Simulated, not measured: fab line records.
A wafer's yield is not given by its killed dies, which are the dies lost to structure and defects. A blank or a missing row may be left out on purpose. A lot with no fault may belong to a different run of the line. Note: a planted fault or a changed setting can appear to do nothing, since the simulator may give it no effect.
Chamber matching || flow sky130 || hdpcvd-02 running SKY_FIELD_ISO_CVD_24: 3 sister chambers
The step deposits SiO2, target thk 595 nm, time 99.2 s. 16 wafers are shown with their chamber, then 8 later ones without.

WAFERS WITH THEIR CHAMBER
{"wafer": "L874.1", "chamber": 2, "run_length_s (s)": 126.6, "pressure_mtorr (mTorr)": 5.991}
{"wafer": "L874.3", "chamber": 0, "run_length_s (s)": 126.8, "pressure_mtorr (mTorr)": 5.989}
{"wafer": "L874.5", "chamber": 0, "run_length_s (s)": 127.0, "pressure_mtorr (mTorr)": 5.995}
{"wafer": "L876.2", "chamber": 1, "run_length_s (s)": 128.1, "pressure_mtorr (mTorr)": 6.008}
{"wafer": "L876.3", "chamber": 0, "run_length_s (s)": 126.8, "pressure_mtorr (mTorr)": 6.010}
{"wafer": "L876.6", "chamber": 1, "run_length_s (s)": 127.9, "pressure_mtorr (mTorr)": 6.015}
{"wafer": "L886.1", "chamber": 0, "run_length_s (s)": 126.7, "pressure_mtorr (mTorr)": 6.001}
{"wafer": "L886.4", "chamber": 2, "run_length_s (s)": 126.8, "pressure_mtorr (mTorr)": 6.016}
{"wafer": "L886.5", "chamber": 1, "run_length_s (s)": 127.7, "pressure_mtorr (mTorr)": 5.988}
{"wafer": "L887.2", "chamber": 1, "run_length_s (s)": 127.8, "pressure_mtorr (mTorr)": 5.991}
{"wafer": "L887.3", "chamber": 2, "run_length_s (s)": 127.4, "pressure_mtorr (mTorr)": 5.996}
{"wafer": "L887.4", "chamber": 1, "run_length_s (s)": 127.8, "pressure_mtorr (mTorr)": 5.966}
{"wafer": "L888.1", "chamber": 2, "run_length_s (s)": 126.7, "pressure_mtorr (mTorr)": 6.024}
{"wafer": "L888.2", "chamber": 1, "run_length_s (s)": 127.4, "pressure_mtorr (mTorr)": 6.013}
{"wafer": "L888.6", "chamber": 2, "run_length_s (s)": 126.9, "pressure_mtorr (mTorr)": 6.009}
{"wafer": "L890.1", "chamber": 1, "run_length_s (s)": 128.1, "pressure_mtorr (mTorr)": 6.004}

SIGNATURES, as means of the wafers listed above
{"reading": "run_length_s", "chamber 0": 126.825, "chamber 1": 127.829, "chamber 2": 126.880, "scatter within a chamber": 0.246}
{"reading": "pressure_mtorr", "chamber 0": 5.99875, "chamber 1": 5.99786, "chamber 2": 6.00720, "scatter within a chamber": 0.0147}
Rule: for a wafer and a chamber, the distance is found by dividing, reading by reading, the gap between the wafer's reading and the chamber's mean by the reading's scatter, squaring, summing and taking the root. The wafer belongs to the nearest chamber; if the next one is less than 2 further off, it can't be placed. How the scatter is found: for the shown wafers, subtract from each reading the mean of its chamber, square and add these, divide the total by (wafers less chambers), then take the root.

WAFERS WHOSE CHAMBER IS MISSING
{"wafer": "L890.2", "run_length_s (s)": 127.1, "pressure_mtorr (mTorr)": 5.979}
{"wafer": "L890.4", "run_length_s (s)": 127.7, "pressure_mtorr (mTorr)": 6.010}
{"wafer": "L891.2", "run_length_s (s)": 127.8, "pressure_mtorr (mTorr)": 5.999}
{"wafer": "L891.5", "run_length_s (s)": 127.4, "pressure_mtorr (mTorr)": 6.010}
{"wafer": "L891.6", "run_length_s (s)": 126.8, "pressure_mtorr (mTorr)": 6.030}
{"wafer": "L893.1", "run_length_s (s)": 127.8, "pressure_mtorr (mTorr)": 6.001}
{"wafer": "L893.4", "run_length_s (s)": 126.6, "pressure_mtorr (mTorr)": 5.998}
{"wafer": "L893.6", "run_length_s (s)": 127.4, "pressure_mtorr (mTorr)": 5.999}

CHAMBER TAKEN BY EACH
{"wafer": "L890.2", "from the rows above": "can't be placed: 0 or 2 or 1", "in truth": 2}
{"wafer": "L890.4", "from the rows above": 1, "in truth": 1}
{"wafer": "L891.2", "from the rows above": 1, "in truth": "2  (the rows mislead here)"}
{"wafer": "L891.5", "from the rows above": "can't be placed: 1 or 2 or 0", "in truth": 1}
{"wafer": "L891.6", "from the rows above": "can't be placed: 2 or 0", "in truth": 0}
{"wafer": "L893.1", "from the rows above": 1, "in truth": 1}
{"wafer": "L893.4", "from the rows above": "can't be placed: 0 or 2", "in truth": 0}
{"wafer": "L893.6", "from the rows above": "can't be placed: 1 or 2 or 0", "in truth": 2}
Placed correctly: 2 of 8. These rows do not allow placing 5 (true chamber among the candidates in 5). Placed wrongly: 1.
